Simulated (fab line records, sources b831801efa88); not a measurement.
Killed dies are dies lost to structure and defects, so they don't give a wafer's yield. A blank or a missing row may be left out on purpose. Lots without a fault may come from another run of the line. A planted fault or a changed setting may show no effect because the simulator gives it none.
Which tool did it? | flow sky130 | 6 lots, 18 wafers sampled, at 2 steps of a route of 708

WHAT THE GAUGES READ, wafer by wafer
SKY_POLY_GATE_THK_MEAS_01.
lot  | measured     | on            | POLY_GATE_CVD_00_THK (nm)
L498 | day 14 18:06 | film_metro-01 | 180.0 180.1 180.3
L500 | day 15 11:55 | film_metro-01 | 182.5 181.0 181.0
L502 | day 16 09:28 | film_metro-03 | 181.7 180.7 181.2
L504 | day 16 22:54 | film_metro-01 | 179.0 179.5 179.8
L508 | day 18 14:11 | film_metro-03 | 178.0 180.1 180.1
L519 | day 22 03:20 | film_metro-03 | 157.2 156.5 157.6

WHICH TOOL RAN EACH LOT (tool, then ch and the chambers of the sampled wafers, then the start)
lot  | SKY_POLY_GATE_CVD_00
L498 | lpcvd-01 ch 1, day 14 16:52
L500 | lpcvd-01 ch 1, day 15 10:42
L502 | lpcvd-01 ch 0, day 16 08:16
L504 | lpcvd-01 ch 1, day 16 21:42
L508 | lpcvd-01 ch 1, day 18 12:59
L519 | lpcvd-01 ch 0, day 22 02:08
- SKY_POLY_GATE_CVD_00: deposits poly-Si, target thk 180 nm, time 720 s.

THE ANSWER, worked out from the rows above alone
Rule: what is usual is taken from the lots themselves. Put in order of their means at a reading, lots are off if they are a third of the lots or fewer, leave a main group of 4 or more, and stand apart from it by a gap of 3 or more times the standard deviation of the main group's means; of several such gaps the widest counts. A main group whose means are all the same, to the digits that the tables above print for the reading, isn't used. A lot without any number at a reading at which 4 lots or more have one is off too. The other lots that the step has rows for count as sound.
Off: L519, at SKY_POLY_GATE_THK_MEAS_01 (POLY_GATE_CVD_00_THK). The main group: mean 180.3 nm, standard deviation 0.88.
A tool fits if, at a process step before that reading, it ran every lot that is off, and no sound lot after the first of them. The gauges at SKY_POLY_GATE_THK_MEAS_01 are tried like those tools. Can't be told from this: 2 tools fit, lpcvd-01 at SKY_POLY_GATE_CVD_00, film_metro-03 at SKY_POLY_GATE_THK_MEAS_01.

WHAT THE SIMULATOR HAD PUT IN
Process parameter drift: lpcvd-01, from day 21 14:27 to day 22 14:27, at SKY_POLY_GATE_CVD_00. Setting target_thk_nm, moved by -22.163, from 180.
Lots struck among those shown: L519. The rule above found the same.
